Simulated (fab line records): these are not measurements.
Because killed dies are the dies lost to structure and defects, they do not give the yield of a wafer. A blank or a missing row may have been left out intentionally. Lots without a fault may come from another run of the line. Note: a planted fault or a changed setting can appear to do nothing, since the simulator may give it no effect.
One fault through the eyes of 2 desks -- flow gf180mcu -- each desk holds nothing but its own numbers, with what lay behind them at the end

== AT THE METROLOGY DESK ==
Lot by lot, what the gauges showed, no matter which tool ran the lot: averages of those sampled wafers that carry a number. Marked OUT: a lot whose mean sits more than 4 standard deviations from the usual mean, which makes it out of limits; the brackets give that distance.
Columns: A = POLY_GATE_CVD_00_THK at GF_POLY_GATE_THK_MEAS_01, usual 199.4 nm; B = HV_LDD_3_TW at GF_HV_LDD_TW_MEAS_38, usual 1439; C = SALICIDE_TIN_RS at GF_SALICIDE_RS_MEAS_04, usual 16.4 ohm/sq; D = M1_OVL at GF_M1_OVL_MEAS_15, usual 0 nm
lot,first seen here,A,B,C,D
L210,day 8 08:20,197.9,1435,16.0,4
L212,day 8 22:47,197.0,1417,16.6,-2
L213,day 9 02:48,199.9,1417,15.9,0
L214,day 9 13:01,200.5,1435,16.1,8
L215,day 9 19:42,197.7,1457,16.5,-5
L216,day 10 04:34,199.7,1434,16.7,-3
L217,day 10 13:35,200.4,1442,16.2,-12
L218,day 10 19:14,199.9,1438,16.6,2
L219,day 11 04:53,199.8,1441,16.8,5
L220,day 11 11:35,198.9,1448,16.3,-6
L224,day 12 20:45,308.4 (+64) OUT,-,-,-
L233,day 15 01:29,199.5,1439,16.6,2
L232,day 15 03:59,203.4,1454,16.3,2
This desk finds L224 out of limits, with the earliest case on L224 at day 12 20:45 (POLY_GATE_CVD_00_THK at GF_POLY_GATE_THK_MEAS_01). L210, L212, L213, L214, L215, L216, L217, L218, L219, L220, L233, L232 stayed within limits.

== AT THE TOOL OWNER'S DESK: lpcvd-01 ==
The tool's own readings at GF_POLY_GATE_CVD_00 (deposits poly-Si, target thk 200 nm, time 1200 s): means of the sampled wafers that have a number, for each lot that ran on this tool. Marked OUT: a lot whose mean sits more than 4 standard deviations from the usual mean, which makes it out of limits; the brackets give that distance.
Columns: A = spike_tc_bottom_C at GF_POLY_GATE_CVD_00, usual 641.9 C; B = spike_tc_centre_C at GF_POLY_GATE_CVD_00, usual 620.7 C; C = spike_tc_lower_C at GF_POLY_GATE_CVD_00, usual 620.0 C; D = spike_tc_top_C at GF_POLY_GATE_CVD_00, usual 637.4 C; E = spike_tc_upper_C at GF_POLY_GATE_CVD_00, usual 620.0 C; F = susceptor_temp_C at GF_POLY_GATE_CVD_00, usual 619.97 C; G = zone_power_lower_pct at GF_POLY_GATE_CVD_00, usual 8.3 %
lot,first seen here,A,B,C,D,E,F,G
L212,day 8 21:28,643.6,620.9,619.3,635.9,620.0,619.65,7.4
L213,day 9 01:28,640.2,620.2,621.0,639.4,620.3,619.97,8.5
L215,day 9 18:22,642.7,620.0,619.9,635.4,621.8,620.33,7.5
L216,day 10 01:33,642.9,621.0,619.7,636.5,620.6,619.66,7.3
L217,day 10 12:16,640.9,619.6,621.0,638.8,620.8,620.31,8.5
L218,day 10 17:53,643.7,620.4,620.6,635.1,620.9,619.67,7.5
L219,day 11 03:32,643.4,620.8,620.5,636.0,620.9,619.95,7.5
L224,day 12 18:45,662.6 (+12) OUT,640.4 (+20) OUT,640.0 (+15) OUT,654.3 (+9.9) OUT,639.7 (+15) OUT,638.97 (+70) OUT,7.9
This desk's verdict: out of limits on L224, starting with L224 at day 12 18:45 (spike_tc_bottom_C at GF_POLY_GATE_CVD_00). L212, L213, L215, L216, L217, L218, L219 stayed within limits.

== BROUGHT TOGETHER ==
At day 12 18:45, on L224, the tool owner's desk was in a position to raise an alarm.
An alarm was possible from the metrology desk at day 12 20:45, on L224.
The lots listed all ran GF_POLY_GATE_CVD_00 on lpcvd-01.

== WHAT THE SIMULATOR HAD PUT IN ==
lpcvd-01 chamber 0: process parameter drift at GF_POLY_GATE_CVD_00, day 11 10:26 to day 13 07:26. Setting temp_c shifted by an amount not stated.
Lots struck among those shown: L224.
Time in hours from fault onset to the first out-of-limits reading at each desk: tool owner's desk 32, metrology desk 34.
